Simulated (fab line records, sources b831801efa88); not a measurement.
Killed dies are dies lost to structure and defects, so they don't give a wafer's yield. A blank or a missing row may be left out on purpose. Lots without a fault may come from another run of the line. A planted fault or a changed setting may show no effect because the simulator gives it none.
Which tool did it? | flow sky130 | 11 lots, 33 wafers sampled, at 6 steps of a route of 708

WHAT THE GAUGES READ, wafer by wafer
SKY_VT_ADJUST_HVTR_OVL_MEAS_08. Usual: VT_ADJUST_HVTR_OVL 0.3 nm, standard deviation 1.3.
lot  | measured     | on         | VT_ADJUST_HVTR_OVL (nm) | flag
L135 | day 9 11:05  | overlay-01 | 1.5 -0.1 0.5            |
L138 | day 10 15:09 | overlay-01 | 2.1 3.1 -0.4            |
L139 | day 10 16:54 | overlay-02 | 1.7 1.8 -0.1            |
L141 | day 11 08:11 | overlay-02 | -0.5 -0.6 0.6           |
L146 | day 12 21:00 | overlay-02 | 0.4 0.7 -0.3            |
L148 | day 13 07:22 | overlay-01 | 2.1 -1.5 -1.4           |
L149 | day 13 11:58 | overlay-02 | 0.9 1.6 2.0             |
L150 | day 13 19:34 | overlay-02 | 3.4 2.7 4.5             |
L152 | day 14 09:40 | overlay-01 | 1.3 0.7 -1.1            |
L157 | day 15 20:51 | overlay-01 | -0.7 1.5 0.5            |
L158 | day 16 03:26 | overlay-01 | -1.0 0.2 -0.2           |

SKY_LDD_N_TW_MEAS_17. Usual: LDD_N_TW 2592, standard deviation 14.
lot  | measured     | on            | LDD_N_TW                      | flag
L135 | day 17 19:27 | film_metro-02 | 2590 2575 2590                |
L138 | day 19 09:12 | film_metro-01 | 2596 2601 2600                |
L139 | day 19 09:31 | film_metro-03 | 2592 2587 2590                |
L141 | day 20 01:04 | film_metro-02 | 2576 2589 2590                |
L146 | day 22 08:04 | film_metro-02 | 2576 2588 2586                |
L148 | day 22 20:22 | film_metro-01 | 2669 2686 2677 2693 2687 2677 | OFF
L149 | day 22 21:55 | film_metro-03 | 2661 2656 2663 2674 2664 2677 | OFF
L150 | day 23 07:05 | film_metro-02 | 2603 2599 2590                |
L152 | day 24 00:04 | film_metro-01 | 2604 2603 2602                |
L157 | day 25 05:52 | film_metro-01 | 2550 2580 2562                |
L158 | day 25 15:24 | film_metro-01 | 2573 2565 2573                |

SKY_LDD_LDN_TW_MEAS_13. Usual: LDD_LDN_TW 1484, standard deviation 7.4.
lot  | measured     | on            | LDD_LDN_TW     | flag
L135 | day 22 19:28 | film_metro-03 | 1488 1481 1492 |
L138 | day 24 10:55 | film_metro-03 | 1486 1490 1492 |
L139 | day 24 12:07 | film_metro-02 | 1480 1487 1474 |
L141 | day 25 03:21 | film_metro-02 | 1471 1468 1473 |
L146 | day 27 07:58 | film_metro-03 | 1479 1480 1491 |
L148 | day 27 18:25 | film_metro-03 | 1480 1492 1493 |
L149 | day 27 20:04 | film_metro-01 | 1485 1486 1478 |
L150 | day 28 03:43 | film_metro-02 | 1487 1486 1483 |
L152 | day 28 21:58 | film_metro-01 | 1486 1484 1489 |
L157 | day 30 01:25 | film_metro-01 | 1483 1476 1476 |
L158 | day 30 11:09 | film_metro-03 | 1496 1492 1496 |

WHICH TOOL RAN EACH LOT (tool, then ch and the chambers of the sampled wafers, then the start)
lot  | SKY_VT_ADJUST_HVTR_STRIP_10          | SKY_LDD_N_IMPLANT_10            | SKY_LDD_N_STRIP_16
L135 | plasma_asher-04 ch 0,1, day 9 11:17  | implanter-02 ch 0, day 17 18:27 | plasma_asher-01 ch 0,1, day 17 19:21
L138 | plasma_asher-04 ch 0,1, day 10 15:20 | implanter-04 ch 0, day 19 08:12 | plasma_asher-04 ch 0,1, day 19 09:06
L139 | plasma_asher-03 ch 0,1, day 10 17:05 | implanter-03 ch 0, day 19 08:31 | plasma_asher-04 ch 0,1, day 19 09:24
L141 | plasma_asher-04 ch 0,1, day 11 08:23 | implanter-03 ch 0, day 20 00:04 | plasma_asher-04 ch 0,1, day 20 00:58
L146 | plasma_asher-02 ch 1, day 12 21:11   | implanter-02 ch 0, day 22 07:04 | plasma_asher-04 ch 0,1, day 22 07:57
L148 | plasma_asher-04 ch 0,1, day 13 07:32 | implanter-03 ch 0, day 22 19:23 | plasma_asher-01 ch 0,1, day 22 20:16
L149 | plasma_asher-02 ch 0,1, day 13 12:08 | implanter-03 ch 0, day 22 20:55 | plasma_asher-04 ch 0, day 22 21:49
L150 | plasma_asher-03 ch 0,1, day 13 19:44 | implanter-02 ch 0, day 23 06:04 | plasma_asher-04 ch 0,1, day 23 06:57
L152 | plasma_asher-02 ch 0,1, day 14 09:50 | implanter-04 ch 0, day 23 23:05 | plasma_asher-02 ch 0,1, day 23 23:58
L157 | plasma_asher-04 ch 0,1, day 15 21:02 | implanter-04 ch 0, day 25 04:53 | plasma_asher-01 ch 0, day 25 05:46
L158 | plasma_asher-04 ch 0,1, day 16 03:38 | implanter-04 ch 0, day 25 14:24 | plasma_asher-02 ch 1, day 25 15:18
- SKY_VT_ADJUST_HVTR_STRIP_10: strips in O2/N2.
- SKY_LDD_N_IMPLANT_10
- SKY_LDD_N_STRIP_16: strips in O2/N2.

WHAT THE TOOLS THEMSELVES READ (means of the sampled wafers that have a number; where no wafer has one, the mark that the record gives instead)
SKY_VT_ADJUST_HVTR_STRIP_10. Usual: drypump_motor_current_A 5.8 A, standard deviation 0.46; oes_product_au 0.716 a.u., standard deviation 0.0048; strip_time_to_endpoint_s 14.19 s, standard deviation 0.042.
lot  | tool            | drypump_motor_current_A (A) | oes_product_au (a.u.) | strip_time_to_endpoint_s (s) | flag
L135 | plasma_asher-04 | 5.6                         | 0.715                 | 14.20                        |
L138 | plasma_asher-04 | 5.6                         | 0.716                 | 14.22                        |
L139 | plasma_asher-03 | 6.2                         | 0.716                 | 14.18                        |
L141 | plasma_asher-04 | 5.5                         | 0.713                 | 14.16                        |
L146 | plasma_asher-02 | 5.4                         | 0.720                 | 14.24                        |
L148 | plasma_asher-04 | 5.5                         | 0.713                 | 14.18                        |
L149 | plasma_asher-02 | 5.7                         | 0.722                 | 14.15                        |
L150 | plasma_asher-03 | 6.2                         | 0.714                 | 14.22                        |
L152 | plasma_asher-02 | 6.0                         | 0.714                 | 14.16                        |
L157 | plasma_asher-04 | 5.5                         | 0.716                 | 14.23                        |
L158 | plasma_asher-04 | 5.7                         | 0.717                 | 14.19                        |

SKY_LDD_N_IMPLANT_10. Usual: beam_on_s 9.98 s, standard deviation 0.21; dose_ions_cm2 7.501e+13, standard deviation 8.4e+10; faraday_current_uA 423, standard deviation 8.7.
lot  | tool         | beam_on_s (s) | dose_ions_cm2 | faraday_current_uA | flag
L135 | implanter-02 | 10.18         | 7.499e+13     | 415                |
L138 | implanter-04 | 9.96          | 7.501e+13     | 424                |
L139 | implanter-03 | 10.03         | 7.507e+13     | 421                |
L141 | implanter-03 | 9.95          | 7.500e+13     | 425                |
L146 | implanter-02 | 10.12         | 7.494e+13     | 419                |
L148 | implanter-03 | 14.93         | 1.258e+14     | 473                | OFF
L149 | implanter-03 | 15.54         | 1.258e+14     | 456                | OFF
L150 | implanter-02 | 10.05         | 7.498e+13     | 422                |
L152 | implanter-04 | 9.97          | 7.501e+13     | 422                |
L157 | implanter-04 | 10.09         | 7.515e+13     | 419                |
L158 | implanter-04 | 10.12         | 7.501e+13     | 418                |

SKY_LDD_N_STRIP_16. Usual: drypump_motor_current_A 5.7 A, standard deviation 0.32; oes_product_au 0.407 a.u., standard deviation 0.0045; strip_time_to_endpoint_s 4.307 s, standard deviation 0.013.
lot  | tool            | drypump_motor_current_A (A) | oes_product_au (a.u.) | strip_time_to_endpoint_s (s) | flag
L135 | plasma_asher-01 | 5.7                         | 0.406                 | 4.311                        |
L138 | plasma_asher-04 | 5.6                         | 0.406                 | 4.327                        |
L139 | plasma_asher-04 | 5.6                         | 0.405                 | 4.311                        |
L141 | plasma_asher-04 | 5.5                         | 0.405                 | 4.300                        |
L146 | plasma_asher-04 | 5.7                         | 0.409                 | 4.307                        |
L148 | plasma_asher-01 | 5.7                         | 0.406                 | 4.435                        | OFF
L149 | plasma_asher-04 | 5.3                         | 0.405                 | 4.434                        | OFF
L150 | plasma_asher-04 | 5.6                         | 0.400                 | 4.289                        |
L152 | plasma_asher-02 | 5.7                         | 0.407                 | 4.317                        |
L157 | plasma_asher-01 | 5.5                         | 0.410                 | 4.302                        |
L158 | plasma_asher-02 | 5.4                         | 0.409                 | 4.314                        |

THE ANSWER, worked out from the rows above alone
Rule: a lot is off if the mean of its wafers that have a number lies more than 3 standard deviations from the usual mean. A lot without any number at a reading at which 4 lots or more have one is off too. The other lots that the step has rows for count as sound. The gauges are gone through in route order, then the tools' own readings, and for those a lot's mean is taken as printed above. The first step at which some lot is off is used, and at that step the reading that is off furthest; a lot without a number counts as furthest.
Off: L148, L149, at SKY_LDD_N_TW_MEAS_17 (LDD_N_TW).
A tool fits if, at a process step before that reading, it ran every lot that is off, and no sound lot after the first of them. The gauges at SKY_LDD_N_TW_MEAS_17 aren't tried: what is off there is off at SKY_LDD_N_IMPLANT_10 too, on other tools, and a gauge's error can't cause that. One fits: implanter-03 at SKY_LDD_N_IMPLANT_10. Its last sound lot is L141 (day 20 00:04), its first lot that is off L148 (day 22 19:23): a fault that began between those two fits.
The tool's own readings at SKY_LDD_N_IMPLANT_10 bear it out: on the lots that are off they differ by more than 5 times the standard deviation of the sound lots' means. beam_on_s reads 15.23 s there against 10.05 s on the sound lots; dose_ions_cm2 reads 1.258e+14 there against 7.502e+13 on the sound lots; faraday_current_uA reads 464 there against 421 on the sound lots.

WHAT THE SIMULATOR HAD PUT IN
Process parameter drift: implanter-03, from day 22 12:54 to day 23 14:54, at SKY_LDD_N_IMPLANT_10. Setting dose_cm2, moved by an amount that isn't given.
Lots struck among those shown: L148, L149. The rule above found the same.
